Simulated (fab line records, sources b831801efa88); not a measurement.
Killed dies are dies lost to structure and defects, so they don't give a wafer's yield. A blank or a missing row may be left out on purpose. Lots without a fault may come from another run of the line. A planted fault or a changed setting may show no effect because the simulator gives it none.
Which tool did it? | flow sky130 | 6 lots, 18 wafers sampled, at 3 steps of a route of 708

WHAT THE GAUGES READ, wafer by wafer
SKY_GATE_OXIDE_TW_MEAS_14.
lot  | measured     | on            | GATE_OXIDE_TW
L434 | day 14 12:01 | film_metro-04 | 219.3 219.4 220.1
L438 | day 16 10:01 | film_metro-01 | 221.4 221.0 222.4
L439 | day 16 14:06 | film_metro-02 | 226.2 225.0 226.8
L444 | day 17 18:23 | film_metro-04 | 220.0 220.5 221.5
L448 | day 19 19:26 | film_metro-04 | 239.3 239.9 239.8 237.9 239.8 239.2
L454 | day 21 12:04 | film_metro-04 | 221.9 222.4 222.0

WHICH TOOL RAN EACH LOT (tool, then ch and the chambers of the sampled wafers, then the start)
lot  | SKY_SONOS_ONO_ETCH_15              | SKY_GATE_OXIDE_IMPLANT_11
L434 | rie_diel-03 ch 1,3, day 13 06:50   | implanter-02 ch 0, day 14 11:40
L438 | rie_diel-02 ch 0,1,2, day 15 02:53 | implanter-02 ch 0, day 16 09:42
L439 | rie_diel-03 ch 2,3, day 15 08:02   | implanter-04 ch 0, day 16 13:45
L444 | rie_diel-02 ch 1,2, day 16 11:14   | implanter-03 ch 0, day 17 18:01
L448 | rie_diel-02 ch 0,1,3, day 18 08:32 | implanter-02 ch 0, day 19 19:05
L454 | rie_diel-04 ch 0,1,3, day 20 02:17 | implanter-04 ch 0, day 21 11:43
- SKY_SONOS_ONO_ETCH_15: etches the open film in CHF3/O2, target depth 19.52 nm, time 7.8 s.
- SKY_GATE_OXIDE_IMPLANT_11

THE ANSWER, worked out from the rows above alone
Rule: what is usual is taken from the lots themselves. Put in order of their means at a reading, lots are off if they are a third of the lots or fewer, leave a main group of 4 or more, and stand apart from it by a gap of 3 or more times the standard deviation of the main group's means; of several such gaps the widest counts. A main group whose means are all the same, to the digits that the tables above print for the reading, isn't used. A lot without any number at a reading at which 4 lots or more have one is off too. The other lots that the step has rows for count as sound.
Off: L448, at SKY_GATE_OXIDE_TW_MEAS_14 (GATE_OXIDE_TW). The main group: mean 222.0, standard deviation 2.2.
A tool fits if, at a process step before that reading, it ran every lot that is off, and no sound lot after the first of them. The gauges at SKY_GATE_OXIDE_TW_MEAS_14 are tried like those tools. Can't be told from this: 2 tools fit, rie_diel-02 at SKY_SONOS_ONO_ETCH_15, implanter-02 at SKY_GATE_OXIDE_IMPLANT_11.

WHAT THE SIMULATOR HAD PUT IN
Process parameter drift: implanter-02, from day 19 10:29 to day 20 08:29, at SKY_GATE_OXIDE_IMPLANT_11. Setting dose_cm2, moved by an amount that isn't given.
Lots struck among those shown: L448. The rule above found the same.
